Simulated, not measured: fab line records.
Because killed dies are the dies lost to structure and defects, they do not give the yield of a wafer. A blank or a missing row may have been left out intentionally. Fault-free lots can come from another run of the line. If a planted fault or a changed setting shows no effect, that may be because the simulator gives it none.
8D (eight disciplines) problem report, filled in by code ; flow sky130 ; the parts of the form that need people (team, actions taken, sign-off) are left out

1. WHAT WENT WRONG
Wafers without a fault read 0.857 a.u., standard deviation 0.0079; oes product au at SKY_CONTACT_ETCH_18 reads a mean of 0.376 a.u. on 6 wafers belonging to 2 lots. That is -61 standard deviations from the usual mean.
The step: etches Si3N4 in CHF3/O2, stops on TiN, time 39 s, target depth 75 nm.
The step gives no start for some of these wafers. The record has a number at this step for 33 wafers belonging to 12 lots. Rule for "out" (also "out of limits"): further than 4 standard deviations from the usual mean. All remaining wafers that have a number are taken as sound.

2. WHAT IT IS AND WHAT IT IS NOT
question;is;is not
which readings at this step;oes product au, throttle valve pct;bias w, drypump motor current A
which lots;L961, L962;L948, L950, L951, L953, L954, L956, L957, L966, L967, L971
which wafers of those lots;all that have a number;-
read on which tools;rie diel-03;rie diel-02, rie diel-04

3. THE SUSPECTS, EACH WITH WHAT RULES IT OUT
Counting: a tool at a process step up to the reading stays a suspect if it ran every lot that is out and no sound lot after the first of them.
- rie diel-03 at SKY_CONTACT_ETCH_17 (etches SiO2 in C4F8/O2/Ar, stops on Si3N4, target depth 340 nm): kept. All lots that are out passed through it, beginning with L961 at day 36 10:22, and no sound lot followed; its final sound lot before that point was L956 at day 34 20:25.
- rie diel-03 at SKY_CONTACT_ETCH_18 (etches Si3N4 in CHF3/O2, stops on TiN, time 39 s, target depth 75 nm): kept. All lots that are out passed through it, beginning with L961 at day 36 10:27, and no sound lot followed; its final sound lot before that point was L956 at day 34 20:30. Out on those wafers are its own readings of oes product au, throttle valve pct. Because SKY_CONTACT_ETCH_18 lacks a start for some lots, the hours and order of its lots are taken from SKY_CONTACT_STRIP_19.
What counting leaves: rie diel-03 at SKY_CONTACT_ETCH_17 and rie diel-03 at SKY_CONTACT_ETCH_18.

4. THE CAUSE (what the simulator had put in)
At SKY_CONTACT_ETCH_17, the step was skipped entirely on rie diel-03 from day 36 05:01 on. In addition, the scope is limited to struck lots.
After counting, 2 suspects remain, this tool included.

5. THE CHAIN OF EFFECTS, in route order
Each row: a reading where the mean over the struck wafers with a number is more than 3 standard deviations away from the usual. Only readings whose record carries a usual standard deviation are examined. hours: median over the lots of the time between each lot's start at the first step of this table that gives one and its start at this step. sigmas: the change, counted in usual standard deviations.
hours;step;reading;usual;on struck wafers;change;sigmas
-;SKY_CONTACT_ETCH_18;oes product au;0.857 a.u.;0.376;-0.481;-61
-;SKY_CONTACT_ETCH_18;throttle valve pct;8.793 %;8.676;-0.117;-12
0;SKY_CONTACT_STRIP_19;oes product au;0.381 a.u.;0.411;+0.030;+6.6
0;SKY_CONTACT_STRIP_19;strip time to endpoint s;3.638 s;4.317;+0.679;+25
311;SKY_PAD_OPEN_PROBE_99;killed at contacts;25;428;+403;+79
311;SKY_PAD_OPEN_PROBE_99;killed dies;87;492;+405;+46
311;SKY_PAD_OPEN_PROBE_99;killed on rim;17;96;+79;+21
The process steps in it:
- SKY_CONTACT_ETCH_18: etches Si3N4 in CHF3/O2, stops on TiN, time 39 s, target depth 75 nm.
- SKY_CONTACT_STRIP_19: strips in O2/N2.
- SKY_PAD_OPEN_PROBE_99
Readings that are blank on the struck wafers while sound wafers have them: bias w at SKY_CONTACT_ETCH_17; chamber pressure mTorr at SKY_CONTACT_ETCH_17; oes product au at SKY_CONTACT_ETCH_17.

6. WHAT WOULD HAVE CAUGHT IT SOONER
At SKY_CONTACT_ETCH_17 the tool's readings are blank on the struck wafers, where sound wafers have them: an empty tool record is the first sign, and it was there at once.
